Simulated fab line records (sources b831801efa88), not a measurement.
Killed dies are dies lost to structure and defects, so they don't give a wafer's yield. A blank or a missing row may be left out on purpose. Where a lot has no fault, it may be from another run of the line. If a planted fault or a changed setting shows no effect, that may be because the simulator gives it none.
fab line records -- flow sky130
record lots=5, wafers=15, lastDay=50
route steps=708 shown FIELD_ISO@17 NWELL@32 DNWELL@35 PWDE@45 SALICIDE@361 PAD_OPEN@708
lots untouched by any fault: they come from a run of this same line in which no faults occurred
startH: hours from the record's opening day to when the first of the lot's shown wafers began -- waitH: hours elapsed since this lot's preceding step -- " the same as in the row above -- L1.1+2: a row that stands for several wafers -- - value missing, or start not given -- * or withheld: withheld -- < > ~ a bound
route shown NAME@n: NAME is a module with steps in the file, n the number in the route of the first one -- usual: mean/standard deviation taken from wafers without a fault -- same: alike in all rows -- chamber/n: place in a boat -- sites: each site's reading -- _std_site: the standard deviation of these -- _edge_site: mean of outer sites minus mean of inner sites -- radiusMm: for every site, how far away it sits from the centre of the wafer -- mask NAME#n: copy n -- behind: the last tool/chamber to shape the wafer -- hold: the reason the lot was held/the length of the hold in hours/how it ended -- device: which transistor (n, p or np) failed to switch -- end of line: at the end of the route, the tests of the same wafers -- a step given without rows: its recipe and nothing more -- killed: count of dies lost to structure and defects at first sort (not the wafer's yield) -- map: the dies of a wafer, with x for killed, . for not killed, _ for no die there
set.NAME: the setting as run; set.NAME@STEP: as run at that earlier step -- model.NAME: the simulator's own value behind a step, which no gauge read
lots at some steps of the route; a table a step, a row a wafer
services: the hour from which a tool's chamber was out of use, counted from the record's first day as startH (under 0 if before that day), plus the number of hours and why
## steps
# step SKY_FIELD_ISO_STRIP_16
# recipe chemistry=O2/N2, powerW=1400, pressureMtorr=1500, platenTempC=withheld, o2FlowSccm=3000, n2FlowSccm=300, overashFraction=0.5
# usual drypumpMotorCurrentA=5.56/0.13, oesProductAu=0.379/0.0044, stripTimeToEndpointS=3.57/0.038
lot.wafer,tool,chamber,startH,waitH,drypumpMotorCurrentA,oesProductAu,rfHoursCounterH,stripTimeToEndpointS
L581.2,plasmaAsher-04,1,91.15,0.0,5.41,0.386,42,3.58
L581.5,plasmaAsher-04,0,91.15,0.0,5.68,0.382,-,3.61
L581.6,plasmaAsher-04,1,91.15,0.0,5.41,0.372,-,3.60
L582.1,plasmaAsher-04,1,96.10,0.0,5.42,0.376,43,3.52
L582.5,plasmaAsher-04,0,96.10,0.0,5.67,0.381,-,3.58
L582.6,plasmaAsher-04,1,96.10,0.0,5.42,0.389,-,3.50
L585.1,plasmaAsher-03,0,113.36,0.0,5.59,0.386,42,3.60
L585.2,plasmaAsher-03,1,113.36,0.0,5.68,0.371,42,3.55
L585.6,plasmaAsher-03,0,113.36,0.0,5.62,0.380,-,3.57
L589.3,plasmaAsher-04,0,133.94,0.1,5.70,0.379,-,3.53
L589.5,plasmaAsher-04,1,133.94,0.1,5.43,0.381,-,3.58
L589.6,plasmaAsher-04,0,133.94,0.1,5.66,0.384,-,3.51
L590.2,plasmaAsher-03,0,140.51,0.0,5.63,0.376,45,3.57
L590.3,plasmaAsher-03,0,140.51,0.0,5.65,0.379,-,3.58
L590.6,plasmaAsher-03,1,140.51,0.0,5.70,0.382,-,3.59
# step SKY_FIELD_ISO_ETCH_17
# recipe targetDepthA=3420, maskMaterial=Si3N4, chemistry=HBr/Cl2/O2, target=Si, taperDeg=5, icpW=600, biasW=150, pressureMtorr=15, HBr_flow_sccm=150, Cl2_flow_sccm=40, O2_flow_sccm=6, timeS=97.7
# usual drypumpMotorCurrentA=5.6/0.55, oesProductAu=1.004/0.012, runLengthS=126.2/0.51, throttleValvePct=25.653/0.011
lot.wafer,tool,chamber,startH,waitH,drypumpMotorCurrentA,oesProductAu,rfHoursCounterH,runLengthS,throttleValvePct
L581.2,rieSi-01,3,91.25,0.1,5.0,0.999,55,126.9,25.649
L581.5,rieSi-01,2,91.25,0.1,5.4,1.003,-,126.3,25.669
L581.6,rieSi-01,3,91.25,0.1,5.0,0.998,-,126.1,25.651
L582.1,rieSi-01,3,96.20,0.1,5.0,0.995,55,126.5,25.653
L582.5,rieSi-01,0,96.20,0.1,5.7,1.000,-,126.4,25.653
L582.6,rieSi-01,3,96.20,0.1,5.0,0.998,-,126.1,25.650
L585.1,rieSi-01,2,113.46,0.1,5.4,0.997,124,126.2,25.662
L585.2,rieSi-01,3,113.46,0.1,5.0,0.986,55,126.7,25.659
L585.6,rieSi-01,1,113.46,0.1,6.7,1.001,-,125.5,25.650
L589.3,rieSi-02,3,134.01,0.0,5.2,1.015,14,126.6,25.646
L589.5,rieSi-02,2,134.01,0.0,5.5,1.021,-,126.9,25.636
L589.6,rieSi-02,3,134.01,0.0,5.2,1.018,-,127.0,25.648
L590.2,rieSi-01,1,140.61,0.1,6.7,1.008,1,125.5,25.662
L590.3,rieSi-01,3,140.61,0.1,5.0,0.993,55,126.1,25.661
L590.6,rieSi-01,1,140.61,0.1,6.7,1.016,-,125.6,25.647
# step SKY_FIELD_ISO_WET_ETCH_18
# recipe chemistry=H3PO4, targetDepthNm=25, tempC=160, target=Si3N4, timeS=286
# step SKY_FIELD_ISO_CLEAN_19
# recipe chemistry=SC1/SC2, mix=1:4:20, tempC=70, timeS=150
# step SKY_FIELD_ISO_CLEAN_20
# recipe chemistry=dHF, timeS=20, dilution=100:1
# step SKY_FIELD_ISO_WET_ETCH_21
# recipe chemistry=dHF, dilution=100:1, targetDepthNm=20, dry=ipaMarangoni, target=SiO2, tempC=25, timeS=400
# step SKY_FIELD_ISO_OXIDATION_22
# recipe tempC=950, ambient=O2, stabiliseS=600, purgeS=300, targetThkA=100, oxTimeS=623
# step SKY_FIELD_ISO_THK_MEAS_23
# recipe reads=SiO2_of_FIELD_ISO_OXIDATION_22
# usual FIELD_ISO_OXIDATION_01_THK=10.03/0.17
lot.wafer,tool,chamber,startH,waitH,FIELD_ISO_OXIDATION_01_THK[nm]
L581.2,filmMetro-02,-,92.81,0.0,10.29
L581.5,filmMetro-02,-,92.81,0.0,10.36
L581.6,filmMetro-02,-,92.81,0.0,10.38
L582.1,filmMetro-02,-,99.15,0.0,10.33
L582.5,filmMetro-02,-,99.15,0.0,10.22
L582.6,filmMetro-02,-,99.15,0.0,10.24
L585.1,filmMetro-01,-,115.73,0.0,9.91
L585.2,filmMetro-01,-,115.73,0.0,9.97
L585.6,filmMetro-01,-,115.73,0.0,9.92
L589.3,filmMetro-01,-,137.02,0.0,9.80
L589.5,filmMetro-01,-,137.02,0.0,9.78
L589.6,filmMetro-01,-,137.02,0.0,9.81
L590.2,filmMetro-01,-,143.69,0.0,10.05
L590.3,filmMetro-01,-,143.69,0.0,9.90
L590.6,filmMetro-01,-,143.69,0.0,10.00
# step SKY_FIELD_ISO_CVD_24
# recipe material=SiO2, targetThkNm=595, tempC=650, sigmaOpenFrac=0.3, timeS=99.2, sih4FlowSccm=60, pressureMtorr=6
# step SKY_FIELD_ISO_THK_MEAS_25
# recipe reads=SiO2_of_FIELD_ISO_CVD_24
# usual FIELD_ISO_CVD_24_THK=590/6
lot.wafer,tool,chamber,startH,waitH,FIELD_ISO_CVD_24_THK[nm]
L581.2,filmMetro-03,-,92.95,0.0,590
L581.5,filmMetro-03,-,92.95,0.0,584
L581.6,filmMetro-03,-,92.95,0.0,589
L582.1,filmMetro-03,-,99.28,0.0,588
L582.5,filmMetro-03,-,99.28,0.0,584
L582.6,filmMetro-03,-,99.28,0.0,593
L585.1,filmMetro-03,-,115.86,0.0,584
L585.2,filmMetro-03,-,115.86,0.0,599
L585.6,filmMetro-03,-,115.86,0.0,593
L589.3,filmMetro-02,-,137.15,0.1,601
L589.5,filmMetro-02,-,137.15,0.1,589
L589.6,filmMetro-02,-,137.15,0.1,596
L590.2,filmMetro-02,-,143.82,0.0,593
L590.3,filmMetro-02,-,143.82,0.0,593
L590.6,filmMetro-02,-,143.82,0.0,598
# step SKY_FIELD_ISO_ANNEAL_26
# recipe tempC=1000, timeS=1800, ambient=N2
# step SKY_FIELD_ISO_CMP_27
# recipe stopOn=Si3N4, tOverpolishS=16, downForcePsi=4, platenRpm=60, targetThkNm=457.8, padVelocityMS=0.94248
# usual motorCurrentA=12.2/1.4, overpolishRunS=15.999/0.0097, timeToEndpointS=114/4.2
# same tOverpolishS=16
lot.wafer,tool,chamber,startH,waitH,motorCurrentA,overpolishRunS,timeToEndpointS
L581.2,cmp-01,1,94.60,0.1,11.2,16.000,112
L581.6,cmp-01,3,94.60,0.1,11.1,15.985,114
L581.5,cmp-01,0,94.60,0.1,12.0,16.016,112
L582.1,cmp-01,0,102.00,0.1,11.5,15.992,114
L582.5,cmp-01,2,102.00,0.1,10.6,16.009,110
L582.6,cmp-01,3,102.00,0.1,11.2,15.985,117
L585.2,cmp-02,0,118.79,0.1,13.4,15.995,118
L585.1,cmp-02,2,118.79,0.1,13.1,16.000,106
L585.6,cmp-02,3,118.79,0.1,14.3,15.990,117
L589.3,cmp-01,0,138.84,0.1,12.2,15.998,112
L589.6,cmp-01,1,138.84,0.1,11.0,15.989,113
L589.5,cmp-01,2,138.84,0.1,10.8,16.005,108
L590.3,cmp-02,0,145.42,0.1,13.2,16.001,116
L590.2,cmp-02,1,145.42,0.1,11.0,16.001,115
L590.6,cmp-02,0,145.42,0.1,13.9,16.008,116
# step SKY_FIELD_ISO_WET_ETCH_28
# recipe chemistry=dHF, targetDepthNm=23.7, target=SiO2, dilution=10:1, tempC=25, timeS=47
# usual bathHeatDutyPct=6.3/0.69, runLengthS=76/3.2
lot.wafer,tool,chamber,startH,waitH,bathHeatDutyPct,runLengthS,model.SiO2_of_FIELD_ISO_CVD_24.thkNm
L581.2,wetBench-01,1,94.80,0.1,5.9,73,435.2
L581.5,wetBench-01,1,94.80,0.1,6.6,73,434.5
L581.6,wetBench-01,1,94.80,0.1,7.1,73,435.1
L582.1,wetBench-02,2,102.20,0.1,5.2,74,433.8
L582.5,wetBench-02,2,102.20,0.1,5.9,74,434.7
L582.6,wetBench-02,2,102.20,0.1,6.1,74,434.3
L585.1,wetBench-02,0,119.04,0.1,8.2,50,445.1
L585.2,wetBench-02,0,119.04,0.1,6.8,50,446.5
L585.6,wetBench-02,0,119.04,0.1,7.8,50,446.5
L589.3,wetBench-03,2,138.99,0.1,6.5,76,434.9
L589.5,wetBench-03,2,138.99,0.1,5.9,76,435.9
L589.6,wetBench-03,2,138.99,0.1,5.6,76,435
L590.2,wetBench-03,1,145.67,0.1,7.0,74,435.6
L590.3,wetBench-03,1,145.67,0.1,6.6,74,435.8
L590.6,wetBench-03,1,145.67,0.1,5.9,74,435.5
# step SKY_FIELD_ISO_WET_ETCH_29
# recipe chemistry=H3PO4, targetDepthNm=160, target=Si3N4, tempC=160, timeS=1825
# step SKY_FIELD_ISO_WET_ETCH_30
# recipe chemistry=dHF, targetDepthNm=25, target=SiO2, dilution=10:1, tempC=25, timeS=50
# step SKY_NWELL_CLEAN_00
# recipe chemistry=SC1/SC2, mix=1:4:20, tempC=70, timeS=150, dry=n2Spin
# step SKY_NWELL_OXIDATION_01
# recipe tempC=900, ambient=O2, stabiliseS=600, purgeS=300, targetThkA=100, oxTimeS=1418
# step SKY_NWELL_THK_MEAS_02
# recipe reads=SiO2_of_NWELL_OXIDATION_01
# usual NWELL_OXIDATION_THK=10.03/0.17
lot.wafer,tool,chamber,startH,waitH,NWELL_OXIDATION_THK[nm]
L581.2,filmMetro-02,-,97.72,0.0,10.17
L581.5,filmMetro-02,-,97.72,0.0,10.18
L581.6,filmMetro-02,-,97.72,0.0,10.21
L582.1,filmMetro-02,-,104.70,0.0,10.14
L582.5,filmMetro-02,-,104.70,0.0,9.97
L582.6,filmMetro-02,-,104.70,0.0,9.91
L585.1,filmMetro-01,-,121.04,0.0,10.16
L585.2,filmMetro-01,-,121.04,0.0,9.92
L585.6,filmMetro-01,-,121.04,0.0,10.06
L589.3,filmMetro-02,-,141.01,0.0,10.00
L589.5,filmMetro-02,-,141.01,0.0,10.02
L589.6,filmMetro-02,-,141.01,0.0,10.14
L590.2,filmMetro-02,-,148.28,0.0,10.39
L590.3,filmMetro-02,-,148.28,0.0,10.24
L590.6,filmMetro-02,-,148.28,0.0,10.34
# step SKY_DNWELL_DEHYDRATE_00
# recipe tempC=200, timeS=60
# step SKY_DNWELL_HMDS_01
# recipe primeTimeS=60, primeTempC=120
# step SKY_DNWELL_COAT_02
# recipe spinRpm=2000, resistThkNm=3000
# step SKY_DNWELL_SOFTBAKE_03
# recipe tempC=110, timeS=withheld
# step SKY_DNWELL_EXPOSE_04
# recipe maskId=DNM, na=0.57, targetCdNm=3000, doseMj=222
# step SKY_DNWELL_PEB_05
# recipe tempC=115, timeS=withheld
# step SKY_DNWELL_DEVELOP_06
# recipe wallAngleDeg=90, developer=TMAH, developTimeS=60, devTempC=23
# step SKY_DNWELL_IMPLANT_07
# recipe species=P, energyKev=withheld, doseCm2=withheld, tiltDeg=withheld
# step SKY_DNWELL_STRIP_08
# recipe chemistry=O2/N2, powerW=1400, pressureMtorr=1500, platenTempC=withheld, o2FlowSccm=3000, n2FlowSccm=300, overashFraction=0.5
# usual drypumpMotorCurrentA=5.57/0.2, oesProductAu=0.723/0.0046, stripTimeToEndpointS=36.98/0.092
lot.wafer,tool,chamber,startH,waitH,drypumpMotorCurrentA,oesProductAu,rfHoursCounterH,stripTimeToEndpointS
L581.2,plasmaAsher-02,1,116.14,0.1,5.62,0.726,30,37.10
L581.5,plasmaAsher-02,0,116.14,0.1,5.36,0.724,-,37.06
L581.6,plasmaAsher-02,1,116.14,0.1,5.58,0.725,-,37.09
L582.1,plasmaAsher-01,1,123.17,0.1,5.96,0.728,46,36.78
L582.5,plasmaAsher-01,1,123.17,0.1,5.99,0.722,-,36.76
L582.6,plasmaAsher-01,0,123.17,0.1,5.46,0.715,-,36.79
L585.1,plasmaAsher-01,1,140.09,0.1,5.92,0.722,47,37.06
L585.2,plasmaAsher-01,0,140.09,0.1,5.44,0.734,47,37.04
L585.6,plasmaAsher-01,0,140.09,0.1,5.45,0.716,-,36.89
L589.3,plasmaAsher-01,0,160.47,0.1,5.45,0.715,-,37.01
L589.5,plasmaAsher-01,1,160.47,0.1,5.99,0.722,-,36.97
L589.6,plasmaAsher-01,0,160.47,0.1,5.46,0.724,-,37.03
L590.2,plasmaAsher-04,0,167.58,0.1,5.68,0.726,5,36.99
L590.3,plasmaAsher-04,0,167.58,0.1,5.69,0.717,-,37.00
L590.6,plasmaAsher-04,1,167.58,0.1,5.41,0.722,-,36.95
# step SKY_DNWELL_TW_MEAS_09
# usual DNWELL_TW=1121/7.8
lot.wafer,tool,chamber,startH,waitH,DNWELL_TW
L581.2,filmMetro-01,-,116.26,0.1,1120
L581.5,filmMetro-01,-,116.26,0.1,1123
L581.6,filmMetro-01,-,116.26,0.1,1123
L582.1,filmMetro-04,-,123.27,0.1,1112
L582.5,filmMetro-04,-,123.27,0.1,1107
L582.6,filmMetro-04,-,123.27,0.1,1116
L585.1,filmMetro-01,-,140.19,0.1,1126
L585.2,filmMetro-01,-,140.19,0.1,1129
L585.6,filmMetro-01,-,140.19,0.1,1124
L589.3,filmMetro-02,-,160.56,0.1,1115
L589.5,filmMetro-02,-,160.56,0.1,1111
L589.6,filmMetro-02,-,160.56,0.1,1114
L590.2,filmMetro-01,-,167.69,0.1,1126
L590.3,filmMetro-01,-,167.69,0.1,1126
L590.6,filmMetro-01,-,167.69,0.1,1127
# step SKY_PWDE_DEHYDRATE_00
# recipe tempC=200, timeS=60
# step SKY_PWDE_HMDS_01
# recipe primeTimeS=60, primeTempC=120
# step SKY_PWDE_COAT_02
# recipe spinRpm=2000, resistThkNm=3000
# step SKY_PWDE_SOFTBAKE_03
# recipe tempC=110, timeS=withheld
# step SKY_PWDE_EXPOSE_04
# recipe maskId=PWDEM, na=0.6, sourceShape=conventional, sigmaOuter=0.6, polarization=unpolarized, targetCdNm=840, doseMj=214
# step SKY_PWDE_PEB_05
# recipe tempC=115, timeS=withheld
# step SKY_PWDE_DEVELOP_06
# recipe wallAngleDeg=90, developer=TMAH, developTimeS=60, devTempC=23
# step SKY_PWDE_OVL_MEAS_07
# usual PWDE_OVL=-0.9/1.3
lot.wafer,tool,chamber,startH,waitH,PWDE_OVL[nm]
L581.2,overlay-01,-,134.63,-,-2.8
L581.5,overlay-01,-,134.63,-,-0.5
L581.6,overlay-01,-,134.63,-,-1.9
L582.1,overlay-01,-,142.47,-,-1.4
L582.5,overlay-01,-,142.47,-,-1.8
L582.6,overlay-01,-,142.47,-,-0.8
L585.1,overlay-02,-,159.73,-,-2.8
L585.2,overlay-02,-,159.73,-,-1.3
L585.6,overlay-02,-,159.73,-,-4.0
L589.3,overlay-01,-,181.09,-,-2.3
L589.5,overlay-01,-,181.09,-,-1.5
L589.6,overlay-01,-,181.09,-,-0.8
L590.2,overlay-01,-,188.88,-,-1.7
L590.3,overlay-01,-,188.88,-,-0.9
L590.6,overlay-01,-,188.88,-,-2.1
# step SKY_PWDE_IMPLANT_08
# recipe species=B, energyKev=150, doseCm2=3.6e+12, tiltDeg=withheld
# step SKY_PWDE_STRIP_09
# recipe chemistry=O2/N2, powerW=1400, pressureMtorr=1500, platenTempC=withheld, o2FlowSccm=3000, n2FlowSccm=300, overashFraction=0.5
# usual drypumpMotorCurrentA=5.66/0.17, oesProductAu=0.723/0.0049, stripTimeToEndpointS=36.95/0.12
lot.wafer,tool,chamber,startH,waitH,drypumpMotorCurrentA,oesProductAu,rfHoursCounterH,stripTimeToEndpointS
L581.2,plasmaAsher-03,1,134.81,0.1,5.68,0.720,44,37.11
L581.5,plasmaAsher-03,1,134.81,0.1,5.69,0.721,-,37.13
L581.6,plasmaAsher-03,0,134.81,0.1,5.64,0.730,-,37.13
L582.1,plasmaAsher-03,0,142.66,0.1,5.61,0.728,45,37.04
L582.5,plasmaAsher-03,1,142.66,0.1,5.66,0.724,-,36.98
L582.6,plasmaAsher-03,0,142.66,0.1,5.62,0.718,-,36.98
L585.1,plasmaAsher-04,1,159.91,0.1,5.42,0.725,4,37.03
L585.2,plasmaAsher-04,0,159.91,0.1,5.67,0.726,4,37.04
L585.6,plasmaAsher-04,1,159.91,0.1,5.41,0.729,-,37.02
L589.3,plasmaAsher-04,0,181.30,0.1,5.68,0.733,-,36.74
L589.5,plasmaAsher-04,1,181.30,0.1,5.44,0.726,-,36.82
L589.6,plasmaAsher-04,0,181.30,0.1,5.67,0.718,-,36.87
L590.2,plasmaAsher-04,0,189.06,0.1,5.68,0.722,7,36.79
L590.3,plasmaAsher-04,0,189.06,0.1,5.68,0.720,-,36.88
L590.6,plasmaAsher-04,0,189.06,0.1,5.67,0.723,-,36.99
# step SKY_PWDE_TW_MEAS_10
# usual PWDE_TW=376.1/2.6
lot.wafer,tool,chamber,startH,waitH,PWDE_TW
L581.2,filmMetro-01,-,134.92,0.1,376.9
L581.5,filmMetro-01,-,134.92,0.1,379.4
L581.6,filmMetro-01,-,134.92,0.1,379.2
L582.1,filmMetro-04,-,142.76,0.1,373.1
L582.5,filmMetro-04,-,142.76,0.1,374.5
L582.6,filmMetro-04,-,142.76,0.1,374.2
L585.1,filmMetro-01,-,160.01,0.1,380.8
L585.2,filmMetro-01,-,160.01,0.1,379.2
L585.6,filmMetro-01,-,160.01,0.1,379.3
L589.3,filmMetro-04,-,181.38,0.1,377.1
L589.5,filmMetro-04,-,181.38,0.1,375.7
L589.6,filmMetro-04,-,181.38,0.1,377.6
L590.2,filmMetro-04,-,189.17,0.1,378.7
L590.3,filmMetro-04,-,189.17,0.1,376.3
L590.6,filmMetro-04,-,189.17,0.1,374.7
# step SKY_NWELL_DEHYDRATE_03
# recipe tempC=200, timeS=60
# step SKY_NWELL_HMDS_04
# recipe primeTimeS=60, primeTempC=120
# step SKY_NWELL_COAT_05
# recipe spinRpm=2000, resistThkNm=3000
# step SKY_SALICIDE_CLEAN_00
# recipe chemistry=HF-last, timeS=30, dilution=100:1, dry=ipaMarangoni
lot.wafer,tool,chamber,startH,waitH,model.SiO2_of_FIELD_ISO_CVD_24.thkNm
L581.2,wetBench-01,2,737.37,0.1,360.2
L581.5,wetBench-01,2,737.37,0.1,359.3
L581.6,wetBench-01,2,737.37,0.1,360.1
L582.1,wetBench-01,3,749.84,0.1,358
L582.5,wetBench-01,3,749.84,0.1,358.8
L582.6,wetBench-01,3,749.84,0.1,358.5
L585.1,wetBench-04,2,778.47,0.1,370
L585.2,wetBench-04,2,778.47,0.1,371.5
L585.6,wetBench-04,2,778.47,0.1,371.7
L589.3,wetBench-01,1,803.77,0.1,359.6
L589.5,wetBench-01,1,803.77,0.1,360.8
L589.6,wetBench-01,1,803.77,0.1,359.5
L590.2,wetBench-04,2,812.23,0.1,359.7
L590.3,wetBench-04,2,812.23,0.1,360.1
L590.6,wetBench-04,2,812.23,0.1,359.9
# step SKY_PAD_OPEN_PROBE_99
# usual killed_at_M0_to_M3=43/6.5, killed_at_M4_up=3.2/1.8, killedAtContacts=26/5.2, killedAtFrontEnd=16/4.8, killedAtOther=0.3/0.6, killedDies=89/9.6, killedOpen=48/7.1, killedShort=40/6.4
# same grossDies=492, killedAtBackSide=0
lot.wafer,tool,chamber,startH,waitH,killed_at_M0_to_M3,killed_at_M4_up,killedAtContacts,killedAtFrontEnd,killedAtOther,killedDies,killedOpen,killedShort,model.etest.capLiToPoly.cAfUm2,model.etest.fieldN.vtV,model.etest.sramNfetPass.offLog10AUm,model.etest.sramNfetPass.vtSatV,model.etest.sramNfetPass.vtV
L581.2,prober-01,-,1143.10,0.1,40,2,24,9,0,75,45,30,101,35.35,-12.5,0.5512,0.652
L581.5,prober-01,-,1143.25,0.2,49,1,16,11,1,78,35,43,98.98,35.08,-12.76,0.5731,0.6745
L581.6,prober-01,-,1143.30,0.2,34,0,34,28,0,96,62,34,100.7,35.71,-12.67,0.5546,0.6511
L582.1,prober-02,-,1151.74,0.1,40,3,33,25,0,101,54,45,98.18,35.73,-12.73,0.5703,0.6642
L582.5,prober-02,-,1151.94,0.2,42,5,32,17,0,96,50,44,97.05,35.84,-12.73,0.5726,0.6672
L582.6,prober-02,-,1151.99,0.2,34,4,30,29,1,98,51,44,96.49,35.68,-12.36,0.5472,0.6419
L585.1,prober-01,-,1170.27,0.1,38,5,33,10,0,86,39,47,99.29,35.85,-13.17,0.6067,0.7046
L585.2,prober-01,-,1170.32,0.1,49,5,22,23,0,99,61,36,102.6,36.01,-13.3,0.6246,0.7197
L585.6,prober-01,-,1170.52,0.2,48,4,25,15,0,92,49,41,102.4,37.02,-13.19,0.6128,0.7119
L589.3,prober-01,-,1183.06,0.2,52,2,31,24,0,109,66,43,95.76,36.71,-12.4,0.5455,0.6424
L589.5,prober-01,-,1183.16,0.2,45,5,29,17,0,96,52,44,100.6,37.08,-12.53,0.5459,0.6457
L589.6,prober-01,-,1183.21,0.2,46,2,27,18,0,93,48,45,100.7,36.74,-12.59,0.5491,0.6508
L590.2,prober-02,-,1190.25,0.1,36,4,23,20,0,83,44,39,98.04,36.24,-13,0.5823,0.6798
L590.3,prober-02,-,1190.30,0.2,36,2,34,15,0,87,43,44,100.4,35.57,-12.9,0.5783,0.6819
L590.6,prober-02,-,1190.45,0.2,34,2,15,17,0,68,32,36,98.63,36.42,-12.66,0.5546,0.6596
# killed by level:class
L581.2 CONTACT:geometricParticle:open=9 VIA3:geometricParticle:open=9 LI_CONTACT:geometricParticle:open=6 VIA1:geometricParticle:open=5 POLY_GATE:geometricParticle:short=4 VIA2:geometricParticle:open=4 CONTACT:geometricParticle:short=4 METAL2:geometricParticle:open=3
L581.5 VIA1:geometricParticle:open=10 METAL1:geometricParticle:short=8 FIELD_ISO:geometricParticle:short=6 CONTACT:geometricParticle:open=6 VIA2:geometricParticle:open=6 VIA2:geometricParticle:short=6 METAL2:geometricParticle:short=5 METAL3:geometricParticle:short=5
L581.6 VIA2:geometricParticle:open=13 FIELD_ISO:geometricParticle:short=9 VIA1:geometricParticle:open=9 LI_CONTACT:geometricParticle:open=9 CONTACT:geometricParticle:open=9 FIELD_ISO:geometricParticle:open=7 VIA3:geometricParticle:open=6 LOCAL_INTERCONNECT:geometricParticle:short=5
L582.1 CONTACT:geometricParticle:open=10 FIELD_ISO:geometricParticle:open=9 LOCAL_INTERCONNECT:geometricParticle:short=8 CONTACT:geometricParticle:short=7 VIA3:geometricParticle:open=7 VIA1:geometricParticle:open=6 POLY_GATE:geometricParticle:short=5 POLY_GATE:geometricParticle:open=5
L582.5 METAL2:geometricParticle:short=12 LI_CONTACT:geometricParticle:open=12 VIA1:geometricParticle:open=11 CONTACT:geometricParticle:open=8 LOCAL_INTERCONNECT:geometricParticle:short=5 FIELD_ISO:geometricParticle:open=4 POLY_GATE:geometricParticle:open=4 VIA1:geometricParticle:short=4
L582.6 CONTACT:geometricParticle:open=14 CONTACT:geometricParticle:short=9 FIELD_ISO:geometricParticle:open=8 FIELD_ISO:geometricParticle:short=7 POLY_GATE:geometricParticle:open=7 VIA3:geometricParticle:open=6 METAL1:geometricParticle:short=6 VIA2:geometricParticle:open=5
L585.1 LI_CONTACT:geometricParticle:open=9 VIA1:geometricParticle:open=9 CONTACT:geometricParticle:short=7 CONTACT:geometricParticle:open=7 VIA1:geometricParticle:short=7 LOCAL_INTERCONNECT:geometricParticle:short=6 VIA2:geometricParticle:open=6 METAL4:geometricParticle:short=5
L585.2 VIA1:geometricParticle:open=18 POLY_GATE:geometricParticle:open=8 CONTACT:geometricParticle:open=7 FIELD_ISO:geometricParticle:short=6 METAL2:geometricParticle:short=6 VIA2:geometricParticle:open=6 LI_CONTACT:geometricParticle:open=6 LOCAL_INTERCONNECT:geometricParticle:short=5
L585.6 VIA1:geometricParticle:open=10 VIA3:geometricParticle:open=8 LI_CONTACT:geometricParticle:open=7 METAL1:geometricParticle:short=7 CONTACT:geometricParticle:open=6 CONTACT:geometricParticle:short=5 VIA2:geometricParticle:short=5 METAL4:geometricParticle:short=4
L589.3 CONTACT:geometricParticle:open=16 VIA1:geometricParticle:open=12 VIA2:geometricParticle:open=10 FIELD_ISO:geometricParticle:open=8 LI_CONTACT:geometricParticle:open=6 VIA1:geometricParticle:short=6 VIA2:geometricParticle:short=6 POLY_GATE:geometricParticle:open=5
L589.5 LI_CONTACT:geometricParticle:open=9 METAL1:geometricParticle:short=9 VIA3:geometricParticle:open=8 CONTACT:geometricParticle:open=7 VIA1:geometricParticle:open=7 FIELD_ISO:geometricParticle:open=6 LOCAL_INTERCONNECT:geometricParticle:short=5 FIELD_ISO:geometricParticle:short=4
L589.6 CONTACT:geometricParticle:open=10 VIA1:geometricParticle:open=8 METAL1:geometricParticle:short=6 METAL3:geometricParticle:short=6 FIELD_ISO:geometricParticle:short=5 CONTACT:geometricParticle:short=5 VIA2:geometricParticle:open=5 LI_CONTACT:geometricParticle:open=4
L590.2 LI_CONTACT:geometricParticle:open=9 VIA3:geometricParticle:open=8 FIELD_ISO:geometricParticle:short=7 LOCAL_INTERCONNECT:geometricParticle:short=6 VIA1:geometricParticle:open=6 METAL2:geometricParticle:short=6 VIA2:geometricParticle:open=6 CONTACT:geometricParticle:open=4
L590.3 LOCAL_INTERCONNECT:geometricParticle:short=9 LI_CONTACT:geometricParticle:open=8 VIA2:geometricParticle:open=8 CONTACT:geometricParticle:open=8 CONTACT:geometricParticle:short=6 VIA1:geometricParticle:open=6 METAL1:geometricParticle:short=5 POLY_GATE:geometricParticle:short=4
L590.6 VIA1:geometricParticle:open=7 CONTACT:geometricParticle:open=6 METAL2:geometricParticle:short=6 VIA3:geometricParticle:open=5 POLY_GATE:geometricParticle:short=5 LI_CONTACT:geometricParticle:open=5 METAL1:geometricParticle:short=4 METAL3:geometricParticle:short=4
## services
tool,chamber,startH,hours,kind
cmp-01,-,80.42,1.8,repair
plasmaAsher-04,-,108.75,9.0,pm
plasmaAsher-04,-,114.03,2.4,repair
cmp-01,-,176.60,0.5,repair
plasmaAsher-01,-,189.02,2.8,pm
plasmaAsher-03,-,227.99,5.0,repair
plasmaAsher-04,-,231.82,2.7,repair
plasmaAsher-03,-,322.64,28.1,pm
rieSi-01,3,378.76,4.4,repair
rieSi-01,-,393.05,2.8,pm
plasmaAsher-03,-,394.04,3.6,repair
plasmaAsher-03,-,396.44,2.7,repair
rieSi-01,2,400.09,4.0,repair
plasmaAsher-03,-,421.25,9.0,pm
wetBench-01,-,482.38,1.6,repair
plasmaAsher-04,-,507.72,1.7,repair
wetBench-01,-,539.30,2.0,repair
plasmaAsher-04,-,540.73,5.8,repair
plasmaAsher-04,-,652.06,2.8,pm
plasmaAsher-03,-,659.67,0.4,repair
rieSi-01,3,685.61,5.5,repair
plasmaAsher-03,-,692.33,14.6,pm
plasmaAsher-04,-,796.39,1.3,repair
plasmaAsher-04,-,807.98,0.5,repair
## key
firstSign step=SKY_FIELD_ISO_WET_ETCH_28, reading=runLengthS, direction=down, sigmas=8, usual=*, struck=*
effect none on later readings
modelEffect step=SKY_FIELD_ISO_WET_ETCH_28, value=SiO2_of_FIELD_ISO_CVD_24.thkNm, without=434.8, struck=446
modelEffect step=SKY_SALICIDE_CLEAN_00, value=SiO2_of_FIELD_ISO_CVD_24.thkNm, without=359.8, struck=371
modelEffect step=SKY_PAD_OPEN_PROBE_99, value=etest.capLiToPoly.cAfUm2, without=98.22, struck=101.4
metAt SKY_FIELD_ISO_WET_ETCH_28
struckWafers L585.1,L585.2,L585.6
testerLeftOut L585
fault kind=processParameterDrift, tool=wetBench-02, chamber=0, onsetH=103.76, steps=SKY_FIELD_ISO_WET_ETCH_28, channel=timeS, offset=*, shape=step, endH=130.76, actsIn=*, stated=*
# testerLeftOut: of these lots the tester's yield and bins aren't shown, on N5 and GAA mostly nor the transistor test; their killed dies are dies lost to structure and defects alone, not to doping, threshold or leakage, so they don't give the yield
